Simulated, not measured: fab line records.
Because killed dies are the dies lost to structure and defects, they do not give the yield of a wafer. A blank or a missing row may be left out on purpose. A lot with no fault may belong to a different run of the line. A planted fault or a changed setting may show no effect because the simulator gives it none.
Which tool was responsible? -- flow sky130 -- Sampling: 11 lots, 33 wafers, 5 of 708 route steps

WHAT THE GAUGES READ, wafer by wafer
Not one reading of a measure or inspect step in the record can be checked against a usual standard deviation.

WHICH TOOL RAN EACH LOT (tool, then ch and the chambers of the sampled wafers, then the start)
lot,SKY_METAL3_ETCH_16,SKY_METAL3_ETCH_17,SKY_VIA3_HMDS_05,SKY_VIA3_CVD_21,SKY_PAD_OPEN_PROBE_99
L243,"rie metal-01 ch 1, day 39 03:02","rie diel-02 ch 1,2,3, day 39 03:12","litho track-03 ch 0, day 39 17:11","cvd w-02 ch 0,1, day 40 06:26","prober-01, day 46 07:27"
L244,"rie metal-04 ch 0,1, day 39 14:07","rie diel-04 ch 0,1,3, day 39 14:13","litho track-03 ch 0, day 40 04:08","cvd w-02 ch 0, day 40 17:24",-
L248,"rie metal-04 ch 0,1, day 40 23:49","rie diel-01 ch 1,2,3, day 40 23:55","litho track-04 ch 0, day 41 12:29","cvd w-01 ch 0,1, day 42 01:59",-
L250,"rie metal-02 ch 0,1, day 41 09:43","rie diel-01 ch 0,1,2, day 41 09:49","litho track-03 ch 0, day 41 23:13","cvd w-01 ch 0,1, day 42 11:49",-
L253,"rie metal-04 ch 0, day 42 06:37","rie diel-04 ch 0,1,2, day 42 06:43","litho track-02 ch 0, day 42 19:40","cvd w-02 ch 0,1, day 43 08:15",-
L257,"rie metal-01 ch 1, day 43 11:11","rie diel-02 ch 0,2,3, day 43 11:23","litho track-04 ch 0, day 44 00:08","cvd w-02 ch 0,1, day 44 12:11",-
L259,"rie metal-04 ch 0,1, day 43 23:40","rie diel-01 ch 0,2,3, day 43 23:46","litho track-03 ch 0, day 44 11:43","cvd w-02 ch 1, day 44 23:59",-
L260,"rie metal-02 ch 0,1, day 44 08:19","rie diel-04 ch 1,2,3, day 44 08:25","litho track-03 ch 0, day 44 20:34","cvd w-02 ch 0,1, day 45 08:34","prober-01, day 50 11:09"
L261,"rie metal-04 ch 0,1, day 44 11:49","rie diel-01 ch 0,1, day 44 11:55","litho track-04 ch 0, day 44 23:38","cvd w-02 ch 0,1, day 45 11:35","prober-02, day 50 13:11"
L264,"rie metal-01 ch 0,1, day 45 12:50","rie diel-01 ch 1,2,3, day 45 12:55","litho track-04 ch 0, day 46 00:50","cvd w-01 ch 0,1, day 46 12:11",-
L263,"rie metal-02 ch 0,1, day 45 13:52","rie diel-02 ch 2,3, day 45 13:58","litho track-02 ch 0, day 46 01:40","cvd w-01 ch 0,1, day 46 12:50",-
- SKY_METAL3_ETCH_16: etches BARC in N2/H2, stops on SiO2, time 88.2 s, target depth 60 nm.
- SKY_METAL3_ETCH_17: etches SiO2 in C4F8/O2/Ar, stops on TiN, time 3.9 s, target depth 15 nm.
- SKY_VIA3_HMDS_05: prime time 60 s.
- SKY_VIA3_CVD_21: deposits W, target thk 390 nm, time 117.31 s.
- SKY_PAD_OPEN_PROBE_99

AS READ BY THE TOOLS THEMSELVES (means over the sampled wafers that have a number; for cases with no such wafer, the mark the record gives instead)
SKY_METAL3_ETCH_16. Usual: chamber pressure mTorr 29.998 mTorr, standard deviation 0.026; drypump motor current A 5.9 A, standard deviation 0.47; he backside leak sccm 3.22 sccm, standard deviation 0.3; n2 flow sccm 100.0 sccm, standard deviation 0.31; oes product au 0.626 a.u., standard deviation 0.0045; throttle valve pct 13.205 %, standard deviation 0.0077.
lot,tool,chamber pressure mTorr (mTorr),drypump motor current A (A),he backside leak sccm (sccm),n2 flow sccm (sccm),oes product au (a.u.),throttle valve pct (%),flag
L243,rie metal-01,29.995,5.1,3.28,100.0,0.623,13.212,
L244,rie metal-04,30.001,6.2,3.22,100.1,0.626,13.205,
L248,rie metal-04,30.014,6.3,3.20,99.9,0.625,13.207,
L250,rie metal-02,29.989,5.7,3.03,99.5,0.622,13.209,
L253,rie metal-04,29.994,6.2,3.19,99.9,0.629,13.203,
L257,rie metal-01,30.009,5.1,3.32,99.9,0.626,13.200,
L259,rie metal-04,30.017,6.2,3.25,100.0,0.624,13.204,
L260,rie metal-02,30.008,5.6,3.19,100.2,0.626,13.206,
L261,rie metal-04,30.005,6.3,3.20,99.9,0.625,13.204,
L264,rie metal-01,29.963,5.6,3.13,100.2,0.632,13.200,
L263,rie metal-02,29.972,5.6,3.12,99.7,0.624,13.202,

SKY_METAL3_ETCH_17. Usual: chamber pressure mTorr 40.00 mTorr, standard deviation 0.035; oes product au 0.757 a.u., standard deviation 0.0075.
lot,tool,chamber pressure mTorr (mTorr),oes product au (a.u.),flag
L243,rie diel-02,39.99,0.753,
L244,rie diel-04,39.98,0.756,
L248,rie diel-01,40.02,0.750,
L250,rie diel-01,40.01,0.749,
L253,rie diel-04,40.01,0.759,
L257,rie diel-02,39.98,0.755,
L259,rie diel-01,40.02,0.755,
L260,rie diel-04,39.98,0.751,
L261,rie diel-01,40.00,0.752,
L264,rie diel-01,40.01,0.758,
L263,rie diel-02,40.01,0.764,

SKY_VIA3_HMDS_05. Usual: chill plate temp C 23.01 C, standard deviation 0.1; exhaust pa 45.0 Pa, standard deviation 0.93; prime temp c 120.03 C, standard deviation 0.14.
lot,tool,chill plate temp C (C),exhaust pa (Pa),prime temp c (C),flag
L243,litho track-03,23.10,45.0,120.02,
L244,litho track-03,23.04,45.3,119.97,
L248,litho track-04,22.94,44.2,119.98,
L250,litho track-03,22.94,44.5,120.00,
L253,litho track-02,22.94,44.2,119.94,
L257,litho track-04,22.97,44.0,120.04,
L259,litho track-03,23.03,44.7,121.06,OFF
L260,litho track-03,23.06,45.6,120.91,OFF
L261,litho track-04,22.93,44.9,120.04,
L264,litho track-04,22.85,45.2,119.98,
L263,litho track-02,23.02,44.9,120.14,

SKY_VIA3_CVD_21. Usual: chamber pressure Torr 40.00 Torr, standard deviation 0.081; heater power outer w 540 W, standard deviation 25; heater power w 882 W, standard deviation 24.
lot,tool,chamber pressure Torr (Torr),heater power outer w (W),heater power w (W),flag
L243,cvd w-02,39.96,547,886,
L244,cvd w-02,40.05,552,907,
L248,cvd w-01,39.92,554,892,
L250,cvd w-01,39.93,539,870,
L253,cvd w-02,39.97,537,879,
L257,cvd w-02,40.02,530,860,
L259,cvd w-02,40.00,510,859,
L260,cvd w-02,39.93,541,899,
L261,cvd w-02,40.03,530,871,
L264,cvd w-01,40.08,546,896,
L263,cvd w-01,40.10,536,894,

SKY_PAD_OPEN_PROBE_99. Usual: defect limited yield 82.5 %, standard deviation 1.9; killed_at_M0_to_M3 42, standard deviation 6.9; killed_at_M4_up 3.2, standard deviation 1.7; killed at contacts 25, standard deviation 5.1; killed at front end 15, standard deviation 4.5; killed at other 0.4, standard deviation 0.63; killed dies 86, standard deviation 9.3; killed open 46, standard deviation 7; killed short 39, standard deviation 6.9; sort_bin_3_pad_short 0.9 %, standard deviation 0.45; sort_bin_5_function 10.4 %, standard deviation 1.5; sort_bin_6_memory 6.3 %, standard deviation 1.1; sort n pass 406, standard deviation 9.3; sort yield pct 82.5 %, standard deviation 1.9.
lot,tool,defect limited yield (%),killed_at_M0_to_M3,killed_at_M4_up,killed at contacts,killed at front end,killed at other,killed dies,killed open,killed short,sort_bin_3_pad_short (%),sort_bin_5_function (%),sort_bin_6_memory (%),sort n pass,sort yield pct (%),flag
L243,prober-01,82.7,39,4.0,23,19,0.0,85,43,42,0.8,9.9,6.6,407,82.7,
L260,prober-01,81.8,42,6.3,26,14,1.0,89,44,46,0.8,10.7,6.6,403,81.8,
L261,prober-02,82.5,43,4.7,20,18,0.0,86,39,47,0.9,10.4,6.2,406,82.5,

THE ANSWER, worked out from the rows above alone
Rule: a lot is off if the mean of its wafers that have a number lies more than 3 standard deviations from the usual mean. Also off: a lot with no number at a reading for which 4 or more lots have one. Where the step has rows for the other lots, those lots are counted as sound. The gauges are gone through in route order, then the tools' own readings, and for those a lot's mean is taken as printed above. The first step at which some lot is off is used, and at that step the reading that is off furthest; a lot without a number counts as furthest.
Off, at SKY_VIA3_HMDS_05 on prime temp c: L259, L260.
If a tool, at that step or one of the process steps before it, ran each lot that is off and ran no sound lot following the first of them, it fits. One candidate fits, namely litho track-03 at SKY_VIA3_HMDS_05. A fault onset in the window from L250 (day 41 23:13, its last sound lot) to L259 (day 44 11:43, its first lot off) fits.
On the lots that are off, the tool's own readings at SKY_VIA3_HMDS_05 differ by more than 5 times the standard deviation of the sound lots' means, which bears it out; prime temp c reads 120.98 C there versus 120.01 C on the sound lots.

WHAT THE SIMULATOR PUT IN
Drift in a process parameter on litho track-03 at SKY_VIA3_HMDS_05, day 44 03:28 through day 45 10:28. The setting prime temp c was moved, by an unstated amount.
Shown lots that were struck: L259, L260. The rule above reached the same finding.
